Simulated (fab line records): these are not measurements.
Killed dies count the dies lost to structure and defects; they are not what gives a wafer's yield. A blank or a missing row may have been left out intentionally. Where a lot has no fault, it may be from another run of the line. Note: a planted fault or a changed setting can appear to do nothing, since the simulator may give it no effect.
8D (eight disciplines) problem report, filled in by code | flow gf180mcu | the parts of the form that need people (team, actions taken, sign-off) are left out

== 1. WHAT IS WRONG ==
HV_LDD_RS at GF_HV_LDD_RS_MEAS_53 reads a mean of 432.0 ohm/sq on 6 wafers of 2 lots; wafers without a fault read 418.1 ohm/sq with a standard deviation of 0.84. Measured from the usual mean, that is +17 standard deviations.
The step: measures by four-point-probe.
First seen on wafer L862.4, day 14 04:10, on film-metro-03. The record holds 42 wafers of 14 lots with a number at this step. Rule for "out" (also "out of limits"): further than 4 standard deviations from the usual mean. Any other wafer with a number is counted as sound.

== 2. WHAT IT IS AND WHAT IT IS NOT ==
question                    | is                           | is not
which readings at this step | HV_LDD_RS                    | -
which lots                  | L862, L863                   | L856, L857, L865, L867, L868, L872, L873, L875, L876, L877, L878, L879
which wafers of those lots  | all that have a number       | -
read on which gauges        | film-metro-02, film-metro-03 | film-metro-04
when                        | from day 14 04:10            | up to then (6 sound wafers); but 30 sound wafers of L865, L867, L868, L872, L873, L875, L876, L877, L878, L879 came after

== 3. THE SUSPECTS, EACH WITH WHAT RULES IT OUT ==
Counting: a tool at any process step up to the reading remains a suspect when it ran all the lots that are out and ran no sound lot after the first of those.
- the gauge at GF_HV_LDD_RS_MEAS_53 is ruled out. 2 gauges (film-metro-02, film-metro-03) read the wafers that are out.
- implanter-02 at GF_HV_LDD_IMPLANT_09: ruled out as a lasting fault. Following L862 (day 11 15:07), the first lot on it that is out, the sound lots L873 were run on it.
Left after counting: nothing in the record.

== 4. THE CAUSE (what the simulator had put in) ==
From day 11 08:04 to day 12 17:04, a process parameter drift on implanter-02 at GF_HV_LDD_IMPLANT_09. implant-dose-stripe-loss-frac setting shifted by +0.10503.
It was ruled out by counting, in error; the rule expects a fault to strike all lots run on its tool from its start on, and this fault did not.

== 5. SEQUENCE OF EFFECTS, ordered by route ==
Each row: a reading whose mean over the struck wafers that have a number lies more than 3 standard deviations from the usual. Only readings for which the record gives a usual standard deviation are gone through. hours: the time from each lot's start at the first step in this table that gives one to its start at this step, as a median over the lots. sigmas: the change in usual standard deviations.
hours | step                 | reading   | usual        | on struck wafers | change | sigmas
0     | GF_HV_LDD_RS_MEAS_53 | HV_LDD_RS | 418.1 ohm/sq | 432.0            | +13.9  | +17

== 6. WHAT WOULD HAVE CAUGHT IT SOONER ==
In this record the first reading out of limits at a measuring or inspecting step was taken at day 14 04:10, 68 hours after the fault began at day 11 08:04.
